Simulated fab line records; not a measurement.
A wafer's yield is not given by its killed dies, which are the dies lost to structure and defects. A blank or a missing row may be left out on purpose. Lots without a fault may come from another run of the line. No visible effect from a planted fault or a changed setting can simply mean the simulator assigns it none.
fab line records ; flow gf180mcu
record: lots: 11; wafers: 33; last_day: 34
route steps=602 shown PSD@257 MIM@504 V5@558 PASSIVATION@590
lots untouched by any fault: they come from a run of this same line in which no faults occurred
start_h: hours from the record's opening day to when the first of the lot's shown wafers began ; wait_h: hours since the lot's step before ; " the same as in the row above ; L1.1+2: a single row standing in for several wafers ; - either no value or no given start ; * or withheld: withheld ; < > ~ a bound
route shown NAME@n: NAME is a module with steps in the file, n the number in the route of the first one ; usual: mean/standard deviation taken from wafers without a fault ; same: alike in all rows ; chamber/n: place in a boat ; sites: per-site readings ; _std_site: standard deviation across them ; _edge_site: outer sites' mean less inner sites' ; radius_mm: how far each site lies from the wafer's centre ; mask NAME#n: copy n ; behind: tool/chamber where the wafer was last shaped ; hold: reason for holding the lot/hours on hold/outcome of the hold ; device: names the non-switching transistor (n, p or np) ; end of line: the route-end tests of the same wafers ; step lacking rows: just its recipe ; killed: the dies lost at the first sort to structure and to defects; this is not the yield of the wafer ; map: shows each die of a wafer: x if killed, . if not, _ if none is there
set.NAME: the setting as run; set.NAME@STEP: as run at that earlier step ; model.NAME: the simulator's own value behind a step, which no gauge read
route steps across a sampled set of lots; one table per step, one row per wafer
services: from which hour (start_h, from the record's first day; less than 0 if before it) a tool's chamber was out of use, for how many hours, and why
== steps ==
step: GF_PSD_IMPLANT_09
recipe: species: BF2; energy_kev: 40; dose_cm2: 1.5e+15; tilt_deg: 7
usual: beam_energy_keV: 39.996/0.014; beam_on_s: 9.98/0.18; tilt_deg: 7.001/0.019
lot.wafer;tool;chamber;start_h;wait_h;beam_energy_keV;beam_on_s;tilt_deg
L136.1;implanter-02;0;317.27;0.0;39.998;10.23;7.015
L136.2;implanter-02;0;317.27;0.0;39.993;10.14;6.988
L136.6;implanter-02;0;317.27;0.0;39.976;9.88;7.009
L137.3;implanter-01;0;327.20;0.1;40.009;10.26;6.990
L137.4;implanter-01;0;327.20;0.1;40.003;10.01;7.028
L137.6;implanter-01;0;327.20;0.1;39.988;10.15;6.998
L140.2;implanter-03;0;346.54;0.0;40.023;9.77;7.044
L140.4;implanter-03;0;346.54;0.0;40.001;9.98;7.017
L140.5;implanter-03;0;346.54;0.0;40.020;10.21;6.996
L143.3;implanter-03;0;373.89;0.1;36.320;10.04;7.003
L143.4;implanter-03;0;373.89;0.1;36.322;10.01;7.006
L143.6;implanter-03;0;373.89;0.1;36.324;10.23;7.000
L144.2;implanter-03;0;378.74;0.0;36.304;9.91;7.034
L144.4;implanter-03;0;378.74;0.0;36.331;10.14;7.007
L144.5;implanter-03;0;378.74;0.0;36.320;10.12;6.976
L145.1;implanter-03;0;391.34;0.0;36.312;9.90;7.025
L145.2;implanter-03;0;391.34;0.0;36.303;9.74;7.035
L145.4;implanter-03;0;391.34;0.0;36.291;9.77;7.014
L148.3;implanter-01;0;418.24;0.1;40.004;9.91;7.017
L148.4;implanter-01;0;418.24;0.1;40.004;10.38;7.006
L148.6;implanter-01;0;418.24;0.1;40.011;10.37;7.007
L153.1;implanter-03;0;459.73;0.0;39.969;9.89;7.006
L153.2;implanter-03;0;459.73;0.0;39.988;9.70;6.990
L153.5;implanter-03;0;459.73;0.0;39.988;9.70;7.006
L154.2;implanter-03;0;467.82;0.0;40.000;9.75;6.996
L154.3;implanter-03;0;467.82;0.0;39.979;10.07;6.998
L154.4;implanter-03;0;467.82;0.0;39.988;9.99;7.007
L156.3;implanter-03;0;491.18;0.1;39.990;10.09;6.978
L156.5;implanter-03;0;491.18;0.1;39.992;9.86;7.012
L156.6;implanter-03;0;491.18;0.1;39.967;10.18;7.004
L159.2;implanter-03;0;510.14;0.0;39.983;9.99;6.993
L159.3;implanter-03;0;510.14;0.0;39.974;9.77;6.988
L159.6;implanter-03;0;510.14;0.0;39.989;10.12;7.021
step: GF_PSD_STRIP_10
recipe: chemistry: O2/N2; power_w: 1400; pressure_mtorr: 1500; platen_temp_c: 250; o2_flow_sccm: 3000; n2_flow_sccm: 300; overash_fraction: 0.5
usual: drypump_motor_current_A: 5.6/0.44; heater_power_w: 370/49; oes_product_au: 0.592/0.0047; platen_temp_c: 250.02/0.18; strip_time_to_endpoint_s: 16.54/0.033
lot.wafer;tool;chamber;start_h;wait_h;drypump_motor_current_A;heater_power_w;oes_product_au;platen_temp_c;rf_hours_counter_h;strip_time_to_endpoint_s
L136.1;plasma_asher-02;1;317.42;0.1;5.2;408;0.598;250.00;44;16.50
L136.2;plasma_asher-02;0;317.42;0.1;5.1;315;0.588;250.26;44;16.54
L136.6;plasma_asher-02;1;317.42;0.1;5.2;431;0.598;250.09;-;16.50
L137.3;plasma_asher-04;1;327.33;0.1;6.1;325;0.596;250.00;-;16.54
L137.4;plasma_asher-04;0;327.33;0.1;5.8;431;0.592;250.15;-;16.52
L137.6;plasma_asher-04;1;327.33;0.1;6.1;326;0.587;249.85;-;16.50
L140.2;plasma_asher-02;0;346.67;0.1;5.1;319;0.595;250.12;47;16.61
L140.4;plasma_asher-02;0;346.67;0.1;5.1;316;0.596;250.23;-;16.54
L140.5;plasma_asher-02;0;346.67;0.1;5.1;317;0.597;249.94;-;16.57
L143.3;plasma_asher-02;1;374.02;0.1;5.2;399;0.593;249.86;-;16.21
L143.4;plasma_asher-02;0;374.02;0.1;5.2;316;0.604;250.09;-;16.13
L143.6;plasma_asher-02;1;374.02;0.1;5.2;408;0.603;249.89;-;16.16
L144.2;plasma_asher-02;0;378.87;0.1;5.2;324;0.596;249.90;50;16.17
L144.4;plasma_asher-02;1;378.87;0.1;5.2;424;0.601;250.06;-;16.18
L144.5;plasma_asher-02;0;378.87;0.1;5.2;318;0.597;250.08;-;16.20
L145.1;plasma_asher-01;1;391.49;0.1;5.7;337;0.596;250.01;28;16.26
L145.2;plasma_asher-01;0;391.49;0.1;6.2;423;0.592;249.93;28;16.21
L145.4;plasma_asher-01;0;391.49;0.1;6.3;420;0.605;250.23;-;16.21
L148.3;plasma_asher-02;1;418.37;0.1;5.2;414;0.586;249.54;-;16.55
L148.4;plasma_asher-02;0;418.37;0.1;5.2;312;0.594;249.90;-;16.49
L148.6;plasma_asher-02;1;418.37;0.1;5.2;412;0.591;249.81;-;16.52
L153.1;plasma_asher-04;1;459.88;0.1;6.1;306;0.579;249.94;3;16.55
L153.2;plasma_asher-04;0;459.88;0.1;5.8;398;0.595;249.70;3;16.52
L153.5;plasma_asher-04;0;459.88;0.1;5.8;410;0.593;249.81;-;16.55
L154.2;plasma_asher-02;0;467.95;0.1;5.2;311;0.589;249.91;60;16.54
L154.3;plasma_asher-02;0;467.95;0.1;5.2;321;0.592;249.81;-;16.56
L154.4;plasma_asher-02;1;467.95;0.1;5.2;407;0.590;250.34;-;16.59
L156.3;plasma_asher-01;1;491.32;0.1;5.7;334;0.587;250.20;-;16.51
L156.5;plasma_asher-01;1;491.32;0.1;5.7;337;0.586;250.17;-;16.49
L156.6;plasma_asher-01;0;491.32;0.1;6.3;417;0.587;250.21;-;16.50
L159.2;plasma_asher-01;1;510.27;0.1;5.7;331;0.598;250.04;42;16.54
L159.3;plasma_asher-01;0;510.27;0.1;6.3;426;0.591;249.78;-;16.56
L159.6;plasma_asher-01;1;510.27;0.1;5.7;332;0.598;250.01;-;16.54
step: GF_PSD_TW_MEAS_11
usual: PSD_TW: 3196/25
lot.wafer;tool;chamber;start_h;wait_h;PSD_TW
L136.1;film_metro-03;-;317.52;0.1;3175
L136.2;film_metro-03;-;317.52;0.1;3195
L136.6;film_metro-03;-;317.52;0.1;3172
L137.3;film_metro-03;-;327.42;0.1;3176
L137.4;film_metro-03;-;327.42;0.1;3174
L137.6;film_metro-03;-;327.42;0.1;3164
L140.2;film_metro-03;-;346.78;0.1;3185
L140.4;film_metro-03;-;346.78;0.1;3168
L140.5;film_metro-03;-;346.78;0.1;3178
L143.3;film_metro-02;-;374.11;0.1;3125
L143.4;film_metro-02;-;374.11;0.1;3118
L143.6;film_metro-02;-;374.11;0.1;3116
L144.2;film_metro-02;-;378.98;0.1;3107
L144.4;film_metro-02;-;378.98;0.1;3125
L144.5;film_metro-02;-;378.98;0.1;3124
L145.1;film_metro-02;-;391.59;0.1;3130
L145.2;film_metro-02;-;391.59;0.1;3118
L145.4;film_metro-02;-;391.59;0.1;3139
L148.3;film_metro-03;-;418.46;0.1;3176
L148.4;film_metro-03;-;418.46;0.1;3177
L148.6;film_metro-03;-;418.46;0.1;3169
L153.1;film_metro-03;-;459.98;0.1;3141
L153.2;film_metro-03;-;459.98;0.1;3143
L153.5;film_metro-03;-;459.98;0.1;3147
L154.2;film_metro-02;-;468.06;0.1;3251
L154.3;film_metro-02;-;468.06;0.1;3238
L154.4;film_metro-02;-;468.06;0.1;3234
L156.3;film_metro-02;-;491.40;0.1;3201
L156.5;film_metro-02;-;491.40;0.1;3199
L156.6;film_metro-02;-;491.40;0.1;3191
L159.2;film_metro-01;-;510.38;0.1;3224
L159.3;film_metro-01;-;510.38;0.1;3240
L159.6;film_metro-01;-;510.38;0.1;3233
step: GF_PSD_RS_MEAS_15
recipe: thk_meas_gauge: four-point-probe
usual: PSD_RS: 108.62/0.28
lot.wafer;tool;chamber;start_h;wait_h;PSD_RS[ohm/sq]
L136.1;film_metro-02;-;317.83;0.1;108.71
L136.2;film_metro-02;-;317.83;0.1;108.74
L136.6;film_metro-02;-;317.83;0.1;108.92
L137.3;film_metro-03;-;327.76;0.1;108.73
L137.4;film_metro-03;-;327.76;0.1;109.01
L137.6;film_metro-03;-;327.76;0.1;108.70
L140.2;film_metro-03;-;347.10;0.1;108.97
L140.4;film_metro-03;-;347.10;0.1;108.98
L140.5;film_metro-03;-;347.10;0.1;109.08
L143.3;film_metro-01;-;374.44;0.1;113.59
L143.4;film_metro-01;-;374.44;0.1;113.63
L143.6;film_metro-01;-;374.44;0.1;113.50
L144.2;film_metro-02;-;379.30;0.1;113.29
L144.4;film_metro-02;-;379.30;0.1;113.46
L144.5;film_metro-02;-;379.30;0.1;113.69
L145.1;film_metro-03;-;391.90;0.1;113.55
L145.2;film_metro-03;-;391.90;0.1;113.60
L145.4;film_metro-03;-;391.90;0.1;113.58
L148.3;film_metro-02;-;418.79;0.1;108.71
L148.4;film_metro-02;-;418.79;0.1;108.67
L148.6;film_metro-02;-;418.79;0.1;108.75
L153.1;film_metro-02;-;460.30;0.1;108.38
L153.2;film_metro-02;-;460.30;0.1;108.56
L153.5;film_metro-02;-;460.30;0.1;108.45
L154.2;film_metro-02;-;468.39;0.1;108.65
L154.3;film_metro-02;-;468.39;0.1;108.51
L154.4;film_metro-02;-;468.39;0.1;108.62
L156.3;film_metro-03;-;491.74;0.1;108.53
L156.5;film_metro-03;-;491.74;0.1;108.69
L156.6;film_metro-03;-;491.74;0.1;108.69
L159.2;film_metro-01;-;510.70;0.1;108.40
L159.3;film_metro-01;-;510.70;0.1;108.26
L159.6;film_metro-01;-;510.70;0.1;108.41
step: GF_MIM_SPUTTER_01
recipe: material: TiN; target_thk_nm: 30; power_w: 6500; time_s: 25; chamber_pressure_pa: 0.4
usual: throttle_valve_pct: 30.7/0.59
lot.wafer;tool;chamber;start_h;wait_h;throttle_valve_pct
L136.1;pvd_sputter-03;-;562.19;0.1;29.9
L136.2;pvd_sputter-03;-;562.19;0.1;31.1
L136.6;pvd_sputter-03;-;562.19;0.1;31.1
L137.3;pvd_sputter-03;-;572.89;0.1;30.9
L137.4;pvd_sputter-03;-;572.89;0.1;30.9
L137.6;pvd_sputter-03;-;572.89;0.1;30.0
L140.2;pvd_sputter-04;-;593.75;0.1;30.9
L140.4;pvd_sputter-04;-;593.75;0.1;30.8
L140.5;pvd_sputter-04;-;593.75;0.1;30.7
L143.3;pvd_sputter-01;-;618.90;0.1;30.3
L143.4;pvd_sputter-01;-;618.90;0.1;31.9
L143.6;pvd_sputter-01;-;618.90;0.1;30.6
L144.2;pvd_sputter-03;-;623.14;0.1;31.1
L144.4;pvd_sputter-03;-;623.14;0.1;30.1
L144.5;pvd_sputter-03;-;623.14;0.1;31.2
L145.1;pvd_sputter-03;-;635.58;0.1;30.0
L145.2;pvd_sputter-03;-;635.58;0.1;31.1
L145.4;pvd_sputter-03;-;635.58;0.1;31.1
L148.3;pvd_sputter-04;-;659.09;0.1;31.1
L148.4;pvd_sputter-04;-;659.09;0.1;30.4
L148.6;pvd_sputter-04;-;659.09;0.1;31.4
L153.1;pvd_sputter-01;-;692.29;0.1;31.8
L153.2;pvd_sputter-01;-;692.29;0.1;30.3
L153.5;pvd_sputter-01;-;692.29;0.1;30.0
L154.2;pvd_sputter-01;-;699.18;0.1;32.0
L154.3;pvd_sputter-01;-;699.18;0.1;29.7
L154.4;pvd_sputter-01;-;699.18;0.1;29.6
L156.3;pvd_sputter-01;-;716.48;0.1;29.7
L156.5;pvd_sputter-01;-;716.48;0.1;30.7
L156.6;pvd_sputter-01;-;716.48;0.1;30.3
L159.2;pvd_sputter-03;-;730.69;0.1;31.0
L159.3;pvd_sputter-03;-;730.69;0.1;29.6
L159.6;pvd_sputter-03;-;730.69;0.1;29.9
step: GF_V5_STRIP_18
recipe: chemistry: O2/N2; power_w: 1400; pressure_mtorr: 1500; platen_temp_c: 250; o2_flow_sccm: 3000; n2_flow_sccm: 300; overash_fraction: 0.5
usual: drypump_motor_current_A: 5.5/0.48; heater_power_w: 329/56; oes_product_au: 0.568/0.0053; platen_temp_c: 249.99/0.18
lot.wafer;tool;chamber;start_h;wait_h;drypump_motor_current_A;heater_power_w;oes_product_au;platen_temp_c;rf_hours_counter_h
L136.1;plasma_asher-03;1;628.80;-;6.1;287;0.566;250.05;108
L136.2;plasma_asher-03;0;628.80;-;5.0;271;0.567;249.94;108
L136.6;plasma_asher-03;0;628.80;-;5.0;261;0.568;249.86;-
L137.3;plasma_asher-03;0;638.56;-;5.0;266;0.575;249.73;-
L137.4;plasma_asher-03;1;638.56;-;6.1;296;0.566;250.00;-
L137.6;plasma_asher-03;1;638.56;-;6.1;285;0.578;250.28;-
L140.2;plasma_asher-03;0;657.30;-;5.0;269;0.567;250.21;111
L140.4;plasma_asher-03;1;657.30;-;6.1;286;0.576;249.96;-
L140.5;plasma_asher-03;1;657.30;-;6.2;284;0.556;249.75;-
L143.3;plasma_asher-03;0;681.78;-;5.0;266;0.572;250.00;-
L143.4;plasma_asher-03;1;681.78;-;6.1;294;0.572;249.82;-
L143.6;plasma_asher-03;0;681.78;-;5.0;276;0.574;250.05;-
L144.2;plasma_asher-04;1;684.85;-;6.2;316;0.567;250.07;24
L144.4;plasma_asher-04;0;684.85;-;5.8;410;0.570;249.99;-
L144.5;plasma_asher-04;1;684.85;-;6.2;309;0.565;250.27;-
L145.1;plasma_asher-02;1;696.77;-;5.2;426;0.572;249.86;82
L145.2;plasma_asher-02;0;696.77;-;5.1;328;0.575;250.06;82
L145.4;plasma_asher-02;1;696.77;-;5.2;414;0.563;249.87;-
L148.3;plasma_asher-03;0;718.02;-;5.0;275;0.575;250.11;-
L148.4;plasma_asher-03;1;718.02;-;6.1;284;0.572;249.96;-
L148.6;plasma_asher-03;1;718.02;-;6.1;286;0.566;249.99;-
L153.1;plasma_asher-02;0;748.20;-;5.1;308;0.563;249.71;88
L153.2;plasma_asher-02;1;748.20;-;5.2;413;0.571;249.83;88
L153.5;plasma_asher-02;1;748.20;-;5.2;404;0.567;249.75;-
L154.2;plasma_asher-03;1;753.35;-;6.1;270;0.571;249.93;1
L154.3;plasma_asher-03;0;753.35;-;5.0;276;0.565;250.06;-
L154.4;plasma_asher-03;1;753.35;-;6.1;271;0.563;250.08;-
L156.3;plasma_asher-04;0;769.48;-;5.8;411;0.567;249.44;-
L156.5;plasma_asher-04;1;769.48;-;6.2;315;0.569;250.42;-
L156.6;plasma_asher-04;0;769.48;-;5.9;392;0.555;249.91;-
L159.2;plasma_asher-03;0;782.55;-;5.0;276;0.573;250.30;5
L159.3;plasma_asher-03;1;782.55;-;6.1;272;0.564;250.01;-
L159.6;plasma_asher-03;0;782.55;-;5.0;266;0.575;250.23;-
step: GF_PASSIVATION_THK_MEAS_03
recipe: reads: Si3N4_of_PASSIVATION_CVD_02
usual: PASSIVATION_CVD_02_THK: 702/12
lot.wafer;tool;chamber;start_h;wait_h;PASSIVATION_CVD_02_THK[nm]
L136.1;film_metro-01;-;651.50;0.1;688
L136.2;film_metro-01;-;651.50;0.1;684
L136.6;film_metro-01;-;651.50;0.1;699
L137.3;film_metro-04;-;661.36;0.2;693
L137.4;film_metro-04;-;661.36;0.2;706
L137.6;film_metro-04;-;661.36;0.2;700
L140.2;film_metro-02;-;678.63;0.2;686
L140.4;film_metro-02;-;678.63;0.2;706
L140.5;film_metro-02;-;678.63;0.2;698
L143.3;film_metro-01;-;703.36;0.2;696
L143.4;film_metro-01;-;703.36;0.2;717
L143.6;film_metro-01;-;703.36;0.2;707
L144.2;film_metro-04;-;705.88;0.2;686
L144.4;film_metro-04;-;705.88;0.2;719
L144.5;film_metro-04;-;705.88;0.2;709
L145.1;film_metro-02;-;717.96;0.1;674
L145.2;film_metro-02;-;717.96;0.1;699
L145.4;film_metro-02;-;717.96;0.1;695
L148.3;film_metro-01;-;738.54;0.2;693
L148.4;film_metro-01;-;738.54;0.2;684
L148.6;film_metro-01;-;738.54;0.2;713
L153.1;film_metro-02;-;767.42;0.1;691
L153.2;film_metro-02;-;767.42;0.1;707
L153.5;film_metro-02;-;767.42;0.1;704
L154.2;film_metro-01;-;772.36;0.2;699
L154.3;film_metro-01;-;772.36;0.2;704
L154.4;film_metro-01;-;772.36;0.2;732
L156.3;film_metro-02;-;787.65;0.2;720
L156.5;film_metro-02;-;787.65;0.2;709
L156.6;film_metro-02;-;787.65;0.2;701
L159.2;film_metro-01;-;800.61;0.3;700
L159.3;film_metro-01;-;800.61;0.3;697
L159.6;film_metro-01;-;800.61;0.3;699
== services ==
tool;chamber;start_h;hours;kind
pvd_sputter-03;-;295.28;4.8;repair
implanter-03;-;323.56;3.7;pm
plasma_asher-04;-;376.84;4.5;repair
implanter-03;-;389.85;1.0;repair
pvd_sputter-03;-;393.02;6.3;repair
implanter-03;-;399.17;6.4;repair
implanter-03;-;464.01;0.7;repair
pvd_sputter-03;-;476.91;1.3;repair
plasma_asher-02;-;490.70;4.3;pm
plasma_asher-02;-;497.60;28.1;pm
implanter-03;-;506.26;3.7;pm
pvd_sputter-03;-;539.03;2.9;repair
plasma_asher-02;-;549.54;0.4;repair
implanter-03;-;565.38;16.8;repair
plasma_asher-02;-;590.57;1.1;repair
plasma_asher-02;-;612.92;2.3;repair
implanter-03;-;621.71;1.9;repair
pvd_sputter-03;-;654.61;0.5;repair
plasma_asher-03;-;673.94;6.9;repair
implanter-03;-;684.38;2.8;repair
plasma_asher-03;-;701.39;3.7;repair
plasma_asher-02;-;717.12;2.8;pm
plasma_asher-03;-;733.75;9.0;pm
pvd_sputter-03;-;753.47;1.1;repair
== key ==
first_sign: step: GF_PSD_IMPLANT_09; reading: beam_energy_keV; direction: down; sigmas: 99+; usual: 39.996; struck: 36.314
effect: step: GF_PSD_STRIP_10; reading: strip_time_to_endpoint_s; direction: down; sigmas: 11; usual: *; struck: *
effect: step: GF_PSD_TW_MEAS_11; reading: PSD_TW; direction: down; sigmas: 3; usual: 3196; struck: 3123
effect: step: GF_PSD_RS_MEAS_15; reading: PSD_RS; direction: up; sigmas: 17; usual: 108.62; struck: 113.55
met_at GF_PSD_IMPLANT_09
struck_lots L143,L144,L145
tester_left_out L143,L144,L145
not_acting_at GF_MIM_SPUTTER_01,GF_V5_STRIP_18,GF_PASSIVATION_THK_MEAS_03
onset_between 346.54 373.89
fault: kind: process_parameter_drift; tool: implanter-03; chamber: -; onset_h: 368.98; steps: GF_PSD_IMPLANT_09; channel: energy_kev; offset: -3.685; shape: step; end_h: 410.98; acts_in: these_recipes_only; stated: 40
tester_left_out: of these lots the tester's yield and bins aren't shown, on N5 and GAA mostly nor the transistor test; their killed dies are dies lost to structure and defects alone, not to doping, threshold or leakage, so they don't give the yield
